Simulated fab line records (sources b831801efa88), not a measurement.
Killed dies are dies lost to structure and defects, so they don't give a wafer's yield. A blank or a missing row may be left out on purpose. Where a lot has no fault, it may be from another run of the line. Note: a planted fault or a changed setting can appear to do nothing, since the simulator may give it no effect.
Which of the tools did it? ; flow gf180mcu ; 33 wafers from 11 lots sampled at 5 of the route's 602 steps

WHAT EACH GAUGE READ, for each wafer
GF_TOP_METAL_RS_MEAS_05: a four-point-probe measurement. Usual: TOP_METAL_ALCU_RS gives 0.0326 ohm/sq (standard deviation 0.00036).
lot;measured;on;TOP_METAL_ALCU_RS (ohm/sq);flag
L634;day 27 12:05;film_metro-02;0.0324 0.0322 0.0321;
L636;day 28 00:54;film_metro-01;0.0328 0.0328 0.0328;
L638;day 28 20:25;film_metro-01;0.0330 0.0328 0.0326;
L639;day 29 03:46;film_metro-02;0.0331 0.0388 0.0335 0.0331 0.0389 0.0335;OFF
L648;day 31 21:05;film_metro-01;0.0324 0.0326 0.0323;
L650;day 32 09:40;film_metro-02;0.0328 0.0328 0.0326;
L651;day 32 10:29;film_metro-02;0.0328 0.0326 0.0327;
L652;day 33 01:47;film_metro-02;0.0325 0.0324 0.0325;
L653;day 33 03:06;film_metro-04;0.0320 0.0320 0.0316;
L655;day 33 06:57;film_metro-01;0.0323 0.0325 0.0321;
L656;day 33 16:05;film_metro-01;0.0324 0.0323 0.0326;

GF_TOP_METAL_THK_MEAS_06: measures by xrf. Usual: TOP_METAL_ALCU_THK gives 910 nm (standard deviation 11).
lot;measured;on;TOP_METAL_ALCU_THK (nm);flag
L634;day 27 12:11;film_metro-02;915 916 925;
L636;day 28 01:01;film_metro-01;897 896 897;
L638;day 28 20:32;film_metro-01;899 894 905;
L639;day 29 06:26;film_metro-02;899 769 888 899 762 888;OFF
L648;day 31 21:12;film_metro-01;911 902 907;
L650;day 32 09:46;film_metro-02;907 904 910;
L651;day 32 10:37;film_metro-02;903 909 903;
L652;day 33 01:54;film_metro-02;914 914 917;
L653;day 33 03:13;film_metro-04;927 933 940;
L655;day 33 07:04;film_metro-01;908 906 910;
L656;day 33 16:11;film_metro-01;900 904 899;

TOOL THAT RAN EACH LOT (tool first, then ch and the chambers of the sampled wafers, then the start)
lot;GF_MIM_STRIP_20;GF_TOP_METAL_SPUTTER_02;GF_TOP_METAL_SPUTTER_04
L634;plasma_asher-04 ch 0,1, day 25 15:23;pvd_sputter-04, day 27 11:58;pvd_sputter-04, day 27 12:02
L636;plasma_asher-03 ch 0,1, day 26 05:06;pvd_sputter-03, day 28 00:49;pvd_sputter-03, day 28 00:53
L638;plasma_asher-03 ch 0,1, day 27 00:59;pvd_sputter-04, day 28 20:19;pvd_sputter-04, day 28 20:23
L639;plasma_asher-04 ch 0,1, day 27 09:16;pvd_sputter-04, day 29 03:41;pvd_sputter-04, day 29 03:44
L648;plasma_asher-04 ch 0,1, day 30 06:07;pvd_sputter-01, day 31 20:59;pvd_sputter-01, day 31 21:03
L650;plasma_asher-04 ch 0,1, day 30 19:16;pvd_sputter-01, day 32 09:31;pvd_sputter-01, day 32 09:35
L651;plasma_asher-04 ch 0,1, day 30 19:53;pvd_sputter-01, day 32 10:24;pvd_sputter-01, day 32 10:28
L652;plasma_asher-04 ch 0,1, day 31 12:56;pvd_sputter-01, day 33 01:41;pvd_sputter-01, day 33 01:45
L653;plasma_asher-04 ch 0, day 31 14:38;pvd_sputter-03, day 33 02:59;pvd_sputter-03, day 33 03:04
L655;plasma_asher-04 ch 0,1, day 31 18:32;pvd_sputter-03, day 33 06:52;pvd_sputter-03, day 33 06:55
L656;plasma_asher-02 ch 0,1, day 32 05:19;pvd_sputter-04, day 33 15:58;pvd_sputter-04, day 33 16:02
- GF_MIM_STRIP_20: strips in O2/N2.
- GF_TOP_METAL_SPUTTER_02: material AlCu, target thk 900 nm, time 47.82 s.
- GF_TOP_METAL_SPUTTER_04: material TiN, target thk 25 nm, time 20.8 s.

AS READ BY THE TOOLS THEMSELVES (means over the sampled wafers that have a number; for cases with no such wafer, the mark the record gives instead)
GF_MIM_STRIP_20. Usual: drypump_motor_current_A 6.0 A, standard deviation 0.46; heater_power_w 324 W, standard deviation 52; oes_product_au 0.692 a.u., standard deviation 0.0042; strip_time_to_endpoint_s 11.23 s, standard deviation 0.042.
lot;tool;drypump_motor_current_A (A);heater_power_w (W);oes_product_au (a.u.);strip_time_to_endpoint_s (s);flag
L634;plasma_asher-04;5.8;294;0.693;11.23;
L636;plasma_asher-03;6.2;410;0.699;11.31;
L638;plasma_asher-03;6.3;368;0.693;11.21;
L639;plasma_asher-04;5.8;290;0.694;11.20;
L648;plasma_asher-04;5.8;291;0.697;11.24;
L650;plasma_asher-04;5.8;294;0.692;11.24;
L651;plasma_asher-04;5.8;296;0.696;11.22;
L652;plasma_asher-04;5.8;294;0.692;11.20;
L653;plasma_asher-04;6.5;300;0.689;11.18;
L655;plasma_asher-04;6.1;293;0.694;11.19;
L656;plasma_asher-02;5.8;306;0.688;11.17;

GF_TOP_METAL_SPUTTER_02. Usual: cathode_dc_power_W 10600 W, standard deviation 2; throttle_valve_pct 29.9 %, standard deviation 0.96.
lot;tool;cathode_dc_power_W (W);throttle_valve_pct (%);flag
L634;pvd_sputter-04;10599;29.4;
L636;pvd_sputter-03;10601;30.4;
L638;pvd_sputter-04;10599;29.3;
L639;pvd_sputter-04;10600;29.9;
L648;pvd_sputter-01;10598;29.0;
L650;pvd_sputter-01;10600;30.5;
L651;pvd_sputter-01;10599;29.5;
L652;pvd_sputter-01;10602;30.1;
L653;pvd_sputter-03;10601;29.3;
L655;pvd_sputter-03;10600;29.6;
L656;pvd_sputter-04;10600;29.1;

GF_TOP_METAL_SPUTTER_04. Usual: cathode_dc_power_W 6499.9 W, standard deviation 1.1; throttle_valve_pct 29.9 %, standard deviation 0.95.
lot;tool;cathode_dc_power_W (W);throttle_valve_pct (%);flag
L634;pvd_sputter-04;6500.6;29.3;
L636;pvd_sputter-03;6499.6;30.5;
L638;pvd_sputter-04;6499.5;29.4;
L639;pvd_sputter-04;6499.3;30.1;
L648;pvd_sputter-01;6499.2;29.0;
L650;pvd_sputter-01;6500.0;30.4;
L651;pvd_sputter-01;6499.8;29.6;
L652;pvd_sputter-01;6500.2;30.0;
L653;pvd_sputter-03;6500.0;29.2;
L655;pvd_sputter-03;6499.9;29.5;
L656;pvd_sputter-04;6499.8;29.2;

THE ANSWER, worked out from the rows above alone
Rule: lot off if the mean of its wafers having a number is beyond 3 standard deviations from the usual mean. Also off: a lot with no number at a reading for which 4 or more lots have one. All remaining lots with rows at the step are treated as sound. After the gauges, taken in route order, come the tools' own readings; for these a lot's mean is taken, as printed above. The first step at which some lot is off is used, and at that step the reading that is off furthest; a lot without a number counts as furthest.
Off: L639, at GF_TOP_METAL_RS_MEAS_05 (TOP_METAL_ALCU_RS).
If a tool, at a process step before that reading, ran all the lots that are off and no sound lot after the first of them, it fits. The gauges at GF_TOP_METAL_RS_MEAS_05 are tried like those tools. Not one of the candidates tried fits.

WHAT THE SIMULATOR HAD INSERTED
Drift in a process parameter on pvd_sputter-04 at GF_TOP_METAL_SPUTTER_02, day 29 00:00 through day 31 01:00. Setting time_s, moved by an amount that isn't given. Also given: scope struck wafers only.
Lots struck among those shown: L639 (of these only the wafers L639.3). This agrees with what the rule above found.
